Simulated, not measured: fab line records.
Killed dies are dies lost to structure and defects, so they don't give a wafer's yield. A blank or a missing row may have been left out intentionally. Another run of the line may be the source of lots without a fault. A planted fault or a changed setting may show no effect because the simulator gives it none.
fab line records -- flow sfqLine
[record] lots = 6, wafers = 16, lastDay = 77
route steps=325 shown I0@51 M1@58
lots with no fault: from the same line, run without faults
startH: hours from the record's opening day to when the first of the lot's shown wafers began -- waitH: hours from the lot's prior step to this one -- " as in the row above -- L1.1+2: a single row standing in for several wafers -- - no value, or no start was given -- * or withheld: withheld -- < > ~ a bound
route shown NAME@n: names a module that has steps shown in the file, with the first one's number in the route -- usual: the fault-free wafers' mean and standard deviation -- same: alike in all rows -- chamber/n: place in a boat -- sites: the reading at each site -- _std_site: how widely they spread, as a standard deviation -- _edge_site: outer sites' mean less inner sites' -- radiusMm: how far each site lies from the wafer's centre -- mask NAME#n: copy n -- behind: the last tool/chamber to shape the wafer -- hold: cause of the lot's hold/its duration in hours/its outcome -- device: the n, p or np transistor that did not switch -- end of line: at the end of the route, the tests of the same wafers -- a step without rows: its recipe alone -- killed: the dies lost at the first sort to structure and to defects; this is not the yield of the wafer -- map: per-die view of a wafer (x killed, . not killed, _ where there is no die)
set.NAME: the setting that was run; set.NAME@STEP: the one run at that earlier step -- model.NAME: the simulator's own value behind a step, which no gauge read
lots at some steps of the route; a table a step, a row a wafer
services: from which hour (startH, from the record's first day; less than 0 if before it) a tool's chamber was out of use, for how many hours, and why
[[steps]]
[step SFQ_TRILAYER_I0_VIA_LITHO_PEB_034]
[recipe] pebTempC = 115, pebTimeS = 60, resist = KrF
[step SFQ_TRILAYER_I0_VIA_LITHO_DEVELOP_033]
[recipe] timeS = 60, resist = KrF
[step SFQ_I0_OVL_MEAS_908]
[usual] I0_OVL = -1/5.3
lot.wafer,tool,chamber,startH,waitH,I0_OVL[nm]
L249.3,overlay-02,-,239.41,0.1,2
L249.4,overlay-02,-,239.41,0.1,4
L249.5,overlay-02,-,239.41,0.1,0
L251.4,overlay-01,-,248.57,0.1,-3
L251.5,overlay-01,-,248.57,0.1,-5
L251.6,overlay-01,-,248.57,0.1,-9
L252.1,overlay-01,-,258.15,0.1,3
L252.4,overlay-01,-,258.15,0.1,5
L252.6,overlay-01,-,258.15,0.1,4
L265.4,overlay-01,-,358.82,0.1,-2
L265.6,overlay-01,-,358.82,0.1,-2
L266.4,overlay-02,-,370.82,0.1,-5
L266.6,overlay-02,-,370.82,0.1,0
L269.1,overlay-02,-,382.81,0.1,3
L269.3,overlay-02,-,382.81,0.1,-1
L269.4,overlay-02,-,382.81,0.1,-3
[step SFQ_TRILAYER_I0_VIA_BARC_OPEN_VIA_ETCH_046]
[recipe] maskMaterial = PR, chemistry = O2, targetDepthNm = 125, target = BARC, sourceW = 500, biasW = 80, pressureMtorr = 30, timeS = 41.7
[usual] chamberPressureMTorr = 29.995/0.026, drypumpMotorCurrentA = 5.7/0.42, oesProductAu = 0.685/0.0042
lot.wafer,tool,chamber,startH,waitH,chamberPressureMTorr,drypumpMotorCurrentA,oesProductAu,rfHoursCounterH
L249.3,rieDiel-01,2,239.44,0.0,29.981,6.1,0.685,101
L249.4,rieDiel-01,0,239.44,0.0,30.007,4.8,0.686,119
L249.5,rieDiel-01,3,239.44,0.0,29.994,5.7,0.682,-
L251.4,rieDiel-04,1,248.59,0.0,29.988,5.8,0.684,102
L251.5,rieDiel-04,2,248.59,0.0,30.015,5.9,0.683,-
L251.6,rieDiel-04,3,248.59,0.0,29.964,5.8,0.685,-
L252.1,rieDiel-01,3,258.19,0.0,30.021,5.7,0.679,136
L252.4,rieDiel-01,1,258.19,0.0,30.002,5.9,0.686,55
L252.6,rieDiel-01,3,258.19,0.0,30.051,5.7,0.682,-
L265.4,rieDiel-01,2,358.84,0.0,29.995,6.1,0.689,103
L265.6,rieDiel-01,2,358.84,0.0,29.999,6.1,0.685,-
L266.4,rieDiel-02,2,370.84,0.0,29.992,6.1,0.690,1
L266.6,rieDiel-02,0,370.84,0.0,29.995,6.0,0.691,-
L269.1,rieDiel-04,3,382.84,0.0,30.024,5.8,0.685,103
L269.3,rieDiel-04,1,382.84,0.0,29.965,5.8,0.685,104
L269.4,rieDiel-04,2,382.84,0.0,29.979,5.9,0.688,11
[step SFQ_TRILAYER_I0_VIA_ETCH_VIA_ETCH_034]
[recipe] target = SiO2, stopOn = Nb, maskMaterial = PR, taperDeg = 20, chemistry = CHF3, targetDepthNm = 260, sourceW = 500, biasW = 80, pressureMtorr = 30, timeS = withheld
[usual] chamberPressureMTorr = 29.999/0.025, drypumpMotorCurrentA = 5.7/0.42, oesProductAu = 0.855/0.0053
lot.wafer,tool,chamber,startH,waitH,chamberPressureMTorr,drypumpMotorCurrentA,oesProductAu
L249.3,rieDiel-01,2,239.48,0.0,29.992,6.1,0.865
L249.4,rieDiel-01,0,239.48,0.0,30.024,4.8,0.844
L249.5,rieDiel-01,3,239.48,0.0,29.986,5.8,0.852
L251.4,rieDiel-04,1,248.63,0.0,30.008,5.8,0.859
L251.5,rieDiel-04,2,248.63,0.0,29.993,5.9,0.858
L251.6,rieDiel-04,3,248.63,0.0,29.980,5.8,0.855
L252.1,rieDiel-01,3,258.23,0.0,30.044,5.8,0.847
L252.4,rieDiel-01,1,258.23,0.0,30.120,5.8,0.857
L252.6,rieDiel-01,3,258.23,0.0,30.034,5.7,0.856
L265.4,rieDiel-01,2,358.88,0.0,30.029,6.1,0.854
L265.6,rieDiel-01,2,358.88,0.0,29.997,6.1,0.852
L266.4,rieDiel-02,2,370.88,0.0,29.990,6.2,0.855
L266.6,rieDiel-02,0,370.88,0.0,30.019,6.0,0.857
L269.1,rieDiel-04,3,382.88,0.0,29.986,5.8,0.859
L269.3,rieDiel-04,1,382.88,0.0,29.994,5.8,0.863
L269.4,rieDiel-04,2,382.88,0.0,29.991,5.9,0.842
[step SFQ_TRILAYER_I0_VIA_STRIP_STRIP_035]
[recipe] gas = O2, powerW = 200, platenTempC = 40, overashFraction = 0.65, chemistry = O2, pressureMtorr = 50
[usual] chamberPressureMTorr = 49.99/0.045, drypumpMotorCurrentA = 5.6/0.46, oesProductAu = 1.002/0.012
lot.wafer,tool,chamber,startH,waitH,chamberPressureMTorr,drypumpMotorCurrentA,oesProductAu,rfHoursCounterH
L249.3,rieMetal-02,0,239.79,-,49.94,6.3,0.993,-
L249.4,rieMetal-02,1,239.79,-,49.97,5.6,0.985,-
L249.5,rieMetal-02,1,239.79,-,49.98,5.6,0.984,-
L251.4,rieMetal-01,0,248.94,-,49.94,5.0,1.016,-
L251.5,rieMetal-01,1,248.94,-,50.03,5.8,1.000,-
L251.6,rieMetal-01,0,248.94,-,49.96,5.0,1.018,-
L252.1,rieMetal-03,0,258.34,-,49.98,5.1,1.015,130
L252.4,rieMetal-03,0,258.34,-,49.88,5.1,1.020,-
L252.6,rieMetal-03,1,258.34,-,50.09,5.3,0.993,-
L265.4,rieMetal-03,1,359.19,-,49.99,5.3,1.004,-
L265.6,rieMetal-03,1,359.19,-,50.01,5.3,1.001,-
L266.4,rieMetal-02,0,371.26,-,49.97,6.3,1.007,-
L266.6,rieMetal-02,1,371.26,-,50.01,5.6,0.982,-
L269.1,rieMetal-03,0,382.99,-,49.98,5.1,1.036,151
L269.3,rieMetal-03,1,382.99,-,49.90,5.3,0.997,-
L269.4,rieMetal-03,0,382.99,-,49.98,5.1,1.031,-
[step SFQ_TRILAYER_I0_VIA_STRIP_SOLV_CLEAN_036]
[recipe] chemistry = NMP, tempC = 70, timeS = 600
[step SFQ_TRILAYER_M1_DEP_PRE_CLEAN_038]
[recipe] gas = Ar, timeS = 22.5, biasV = 250
[step SFQ_TRILAYER_M1_DEP_SPUTTER_037]
[recipe] material = Nb, basePressurePa = 1.33e-06, chamberPressurePa = 0.1333, substrateTempC = 20, resputterCathodeVoltageV = 400, targetThkNm = 200, powerW = 2000, timeS = 133.3
[usual] basePressurePa = 1.33e-06/9.1e-08, throttleValvePct = 29.9/0.86
lot.wafer,tool,chamber,startH,waitH,basePressurePa,throttleValvePct
L249.3,pvdSputter-04,-,240.39,0.0,1.51e-06,29.8
L249.4,pvdSputter-04,-,240.39,0.0,1.37e-06,29.2
L249.5,pvdSputter-04,-,240.39,0.0,1.3e-06,29.4
L251.4,pvdSputter-04,-,249.54,0.0,1.38e-06,29.4
L251.5,pvdSputter-04,-,249.54,0.0,1.28e-06,29.6
L251.6,pvdSputter-04,-,249.54,0.0,1.2e-06,29.1
L252.1,pvdSputter-03,-,259.32,0.0,1.3e-06,29.7
L252.4,pvdSputter-03,-,259.32,0.0,1.39e-06,29.2
L252.6,pvdSputter-03,-,259.32,0.0,1.32e-06,29.0
L265.4,pvdSputter-06,-,359.80,0.0,1.29e-06,29.2
L265.6,pvdSputter-06,-,359.80,0.0,1.21e-06,29.4
L266.4,pvdSputter-03,-,372.00,0.0,1.28e-06,30.1
L266.6,pvdSputter-03,-,372.00,0.0,1.44e-06,29.6
L269.1,pvdSputter-06,-,383.80,0.0,1.39e-06,29.0
L269.3,pvdSputter-06,-,383.80,0.0,1.28e-06,29.6
L269.4,pvdSputter-06,-,383.80,0.0,1.37e-06,30.6
[step SFQ_M1_RS_MEAS_909]
[recipe] thkMeasGauge = four-point-probe, reads = Nb_of_TRILAYER_M1_DEP_SPUTTER_037
[usual] M1_NB_RS = 0.892/0.012
lot.wafer,tool,chamber,startH,waitH,M1_NB_RS[ohm/sq]
L249.3,filmMetro-01,-,240.52,0.1,0.899
L249.4,filmMetro-01,-,240.52,0.1,0.895
L249.5,filmMetro-01,-,240.52,0.1,0.900
L251.4,filmMetro-01,-,249.69,0.1,0.900
L251.5,filmMetro-01,-,249.69,0.1,0.899
L251.6,filmMetro-01,-,249.69,0.1,0.891
L252.1,filmMetro-03,-,259.41,0.0,0.876
L252.4,filmMetro-03,-,259.41,0.0,0.885
L252.6,filmMetro-03,-,259.41,0.0,0.882
L265.4,filmMetro-02,-,359.95,0.1,0.890
L265.6,filmMetro-02,-,359.95,0.1,0.888
L266.4,filmMetro-01,-,372.15,0.1,0.880
L266.6,filmMetro-01,-,372.15,0.1,0.881
L269.1,filmMetro-01,-,383.89,0.0,0.897
L269.3,filmMetro-01,-,383.89,0.0,0.882
L269.4,filmMetro-01,-,383.89,0.0,0.885
[step SFQ_TRILAYER_M1_LITHO_COAT_044]
[recipe] resist = BARC, spinRpm = 3000, resistThkNm = 62
[step SFQ_TRILAYER_M1_LITHO_COAT_039]
[recipe] resist = KrF, spinRpm = 3000, resistThkNm = 600
lot.wafer,tool,chamber,startH,waitH,model.KrF_of_TRILAYER_M1_LITHO_COAT_039.thkNm
L249.3,lithoTrack-01,0,241.06,0.2,599
L249.4,lithoTrack-01,0,241.06,0.2,598
L249.5,lithoTrack-01,0,241.06,0.2,598.8
L251.4,lithoTrack-03,0,250.26,0.2,601.6
L251.5,lithoTrack-03,0,250.26,0.2,603.1
L251.6,lithoTrack-03,0,250.26,0.2,601.5
L252.1,lithoTrack-01,0,259.89,0.2,600.6
L252.4,lithoTrack-01,0,259.89,0.2,602
L252.6,lithoTrack-01,0,259.89,0.2,600.9
L265.4,lithoTrack-01,0,360.52,0.2,610.2
L265.6,lithoTrack-01,0,360.52,0.2,599.5
L266.4,lithoTrack-01,0,372.72,0.2,609.9
L266.6,lithoTrack-01,0,372.72,0.2,598.9
L269.1,lithoTrack-03,0,384.37,0.2,602.5
L269.3,lithoTrack-03,0,384.37,0.2,601.9
L269.4,lithoTrack-03,0,384.37,0.2,600.7
[step SFQ_TRILAYER_M1_LITHO_SOFTBAKE_043]
[recipe] tempC = withheld, timeS = withheld, resist = KrF
[step SFQ_TRILAYER_M1_LITHO_EXPOSE_040]
[recipe] maskId = M1, na = 0.6, sourceShape = conventional, sigmaOuter = 0.65, targetCdNm = 500, doseMj = 14.4
[step SFQ_TRILAYER_M1_LITHO_PEB_042]
[recipe] pebTempC = 115, pebTimeS = 60, resist = KrF
[step SFQ_TRILAYER_M1_LITHO_DEVELOP_041]
[recipe] timeS = 60, resist = KrF
[step SFQ_M1_OVL_MEAS_911]
[usual] M1_OVL = -2/6
lot.wafer,tool,chamber,startH,waitH,M1_OVL[nm]
L249.3,overlay-02,-,306.02,0.1,-5
L249.4,overlay-02,-,306.02,0.1,-2
L249.5,overlay-02,-,306.02,0.1,-8
L251.4,overlay-02,-,315.62,0.1,1
L251.5,overlay-02,-,315.62,0.1,-1
L251.6,overlay-02,-,315.62,0.1,2
L252.1,overlay-02,-,326.41,0.1,-5
L252.4,overlay-02,-,326.41,0.1,-3
L252.6,overlay-02,-,326.41,0.1,-11
L265.4,overlay-01,-,425.57,0.1,-5
L265.6,overlay-01,-,425.57,0.1,-3
L266.4,overlay-02,-,431.57,0.1,-6
L266.6,overlay-02,-,431.57,0.1,-1
L269.1,overlay-01,-,445.86,0.1,-1
L269.3,overlay-01,-,445.86,0.1,-1
L269.4,overlay-01,-,445.86,0.1,3
[step SFQ_TRILAYER_M1_BARC_OPEN_METAL_ETCH_054]
[recipe] maskMaterial = PR, chemistry = O2, targetDepthNm = 125, target = BARC, icpW = 600, biasW = 80, pressureMtorr = 10, timeS = 41.7
[step SFQ_TRILAYER_M1_ETCH_METAL_ETCH_042]
[recipe] target = Nb, stopOn = SiO2, maskMaterial = PR, chemistry = Cl2/Ar, targetDepthNm = 240, icpW = 600, biasW = 80, pressureMtorr = 10, timeS = 120
[usual] chamberPressureMTorr = 10.001/0.009, drypumpMotorCurrentA = 5.8/0.38, oesProductAu = 0.893/0.0078
lot.wafer,tool,chamber,startH,waitH,chamberPressureMTorr,drypumpMotorCurrentA,oesProductAu,rfHoursCounterH,model.KrF_of_TRILAYER_M1_LITHO_COAT_039.thkNm
L249.3,rieMetal-04,0,306.14,0.1,10.001,6.0,0.898,-,379.5
L249.4,rieMetal-04,1,306.14,0.1,10.002,5.8,0.890,-,380.4
L249.5,rieMetal-04,1,306.14,0.1,10.005,5.9,0.893,-,381.6
L251.4,rieMetal-02,0,315.74,0.1,9.986,6.4,0.890,-,384.4
L251.5,rieMetal-02,1,315.74,0.1,9.998,5.6,0.895,-,385.6
L251.6,rieMetal-02,0,315.74,0.1,10.002,6.3,0.889,-,383.1
L252.1,rieMetal-02,1,326.50,0.0,9.999,5.6,0.904,38,383.1
L252.4,rieMetal-02,1,326.50,0.0,10.002,5.6,0.891,-,384.7
L252.6,rieMetal-02,0,326.50,0.0,10.006,6.4,0.897,-,380.9
L265.4,rieMetal-02,1,425.69,0.1,10.003,5.6,0.896,-,393
L265.6,rieMetal-02,1,425.69,0.1,9.991,5.6,0.895,-,380.8
L266.4,rieMetal-04,0,431.69,0.1,9.998,6.0,0.894,-,390
L266.6,rieMetal-04,1,431.69,0.1,10.002,5.9,0.907,-,381.6
L269.1,rieMetal-02,0,445.95,0.0,10.009,6.3,0.891,38,387.8
L269.3,rieMetal-02,0,445.95,0.0,10.001,6.3,0.892,-,386.6
L269.4,rieMetal-02,1,445.95,0.0,9.991,5.6,0.888,-,384
[step SFQ_TRILAYER_M1_STRIP_STRIP_043]
[recipe] gas = O2, powerW = 200, platenTempC = 40, overashFraction = 0.65, chemistry = O2, pressureMtorr = 50
[usual] chamberPressureMTorr = 50.00/0.048, drypumpMotorCurrentA = 5.8/0.38, oesProductAu = 1.003/0.012
lot.wafer,tool,chamber,startH,waitH,chamberPressureMTorr,drypumpMotorCurrentA,oesProductAu,rfHoursCounterH
L249.3,rieMetal-04,0,306.43,0.2,50.03,6.0,1.002,-
L249.4,rieMetal-04,1,306.43,0.2,49.94,5.9,0.998,-
L249.5,rieMetal-04,1,306.43,0.2,49.99,5.8,0.996,-
L251.4,rieMetal-02,0,316.03,0.2,49.98,6.3,0.996,-
L251.5,rieMetal-02,1,316.03,0.2,49.98,5.6,0.996,-
L251.6,rieMetal-02,0,316.03,0.2,50.02,6.3,0.996,-
L252.1,rieMetal-02,1,326.63,0.1,49.97,5.6,1.011,38
L252.4,rieMetal-02,1,326.63,0.1,50.00,5.6,0.997,-
L252.6,rieMetal-02,0,326.63,0.1,49.99,6.3,1.001,-
L265.4,rieMetal-02,1,425.98,0.2,50.02,5.6,0.999,-
L265.6,rieMetal-02,1,425.98,0.2,50.02,5.6,0.997,-
L266.4,rieMetal-04,0,431.98,0.2,50.11,6.0,0.997,-
L266.6,rieMetal-04,1,431.98,0.2,49.91,5.8,1.004,-
L269.1,rieMetal-02,0,446.08,0.1,49.98,6.4,1.000,38
L269.3,rieMetal-02,0,446.08,0.1,50.03,6.4,1.001,-
L269.4,rieMetal-02,1,446.08,0.1,50.01,5.6,0.999,-
[[services]]
tool,chamber,startH,hours,kind
rieMetal-02,-,231.02,1.4,pm
rieMetal-03,1,248.16,3.8,repair
rieDiel-04,-,250.12,0.1,repair
rieDiel-02,0,254.68,2.2,repair
pvdSputter-03,-,260.99,3.8,repair
pvdSputter-06,-,267.53,1.5,repair
rieMetal-02,1,271.23,4.4,repair
rieDiel-02,2,278.05,6.3,repair
rieDiel-01,3,278.63,8.8,repair
pvdSputter-06,-,306.56,7.0,repair
rieDiel-04,-,311.40,1.0,repair
pvdSputter-04,-,314.72,3.4,repair
rieMetal-02,-,333.19,28.1,pm
rieMetal-03,0,354.18,1.6,repair
pvdSputter-04,-,355.20,6.6,repair
rieMetal-04,-,375.99,2.8,pm
rieDiel-04,-,377.89,2.8,pm
rieMetal-02,-,384.15,3.0,repair
rieDiel-01,3,384.32,9.5,repair
rieDiel-04,-,388.08,15.6,pm
rieDiel-01,3,409.49,12.7,repair
pvdSputter-06,-,412.21,0.8,repair
rieDiel-01,1,421.99,2.0,repair
pvdSputter-04,-,424.17,4.3,repair
[[key]]
firstSign none at tools or gauges
[modelEffect] step = SFQ_TRILAYER_M1_LITHO_COAT_039, value = KrF_of_TRILAYER_M1_LITHO_COAT_039.thkNm, without = 599.1, struck = 610.1
[modelEffect] step = SFQ_TRILAYER_M1_ETCH_METAL_ETCH_042, value = KrF_of_TRILAYER_M1_LITHO_COAT_039.thkNm, without = 380.6, struck = 391.5
metAt SFQ_TRILAYER_M1_LITHO_COAT_039
struckWafers L265.4,L266.4
rowsEnd L265.4
onsetBetween 259.89 360.52
[fault] kind = processParameterDrift, tool = lithoTrack-01, chamber = -, onsetH = 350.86, steps = SFQ_TRILAYER_M1_LITHO_COAT_039, channel = resistThkNm, offset = 10.941, shape = step, endH = 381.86, scope = struckWafersOnly, actsIn = theseRecipesOnly, stated = 600
// rowsEnd: these wafers met a further fault down the route, and their rows from its step on are left out
